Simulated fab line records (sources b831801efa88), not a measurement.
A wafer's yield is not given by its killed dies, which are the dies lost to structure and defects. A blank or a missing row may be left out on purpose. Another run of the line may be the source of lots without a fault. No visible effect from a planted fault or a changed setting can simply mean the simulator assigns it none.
Matching of chambers -- flow sky130 -- SKY_CAPM_CVD_00 on pecvd-01 has 3 sister chambers
The step deposits SiO2, target thk 15.5 nm. 6 wafers are shown with their chamber, then 8 later ones without.

## WAFERS WITH THEIR CHAMBER
wafer,chamber,heater power w (W)
L080.5,0,531
L084.4,2,679
L087.4,0,504
L087.5,1,563
L087.6,2,607
L091.3,1,669

## WAFERS WHOSE CHAMBER IS MISSING
wafer,heater power w (W)
L091.5,665
L091.6,676
L093.1,573
L093.4,588
L093.5,723
L096.1,681
L096.5,591
L096.6,610

## WHICH CHAMBER EACH WENT THROUGH
wafer,from the rows above,in truth
L091.5,can't be placed: 2 or 1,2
L091.6,can't be placed: 2 or 1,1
L093.1,can't be placed: 1 or 0 or 2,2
L093.4,can't be placed: 1 or 2 or 0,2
L093.5,can't be placed: 2 or 1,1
L096.1,can't be placed: 2 or 1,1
L096.5,can't be placed: 1 or 2 or 0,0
L096.6,can't be placed: 1 or 2 or 0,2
Placed correctly: 0 of 8. Not placeable from these rows: 8 (in 8, the candidates include the true chamber). Wrongly placed: 0.
How it was worked out, from the rows above alone: a wafer's distance from a chamber is the root of the sum, over the readings, of the square of ((its reading less the chamber's mean) divided by the reading's scatter). If the next closest chamber is less than 2 further off than the closest, the wafer can't be placed; otherwise it belongs to the closest. The mean given for a chamber averages the wafers shown for that chamber. The scatter is the square root of a quotient: the sum, over the shown wafers, of each reading's squared deviation from its chamber's mean, divided by wafers minus chambers.
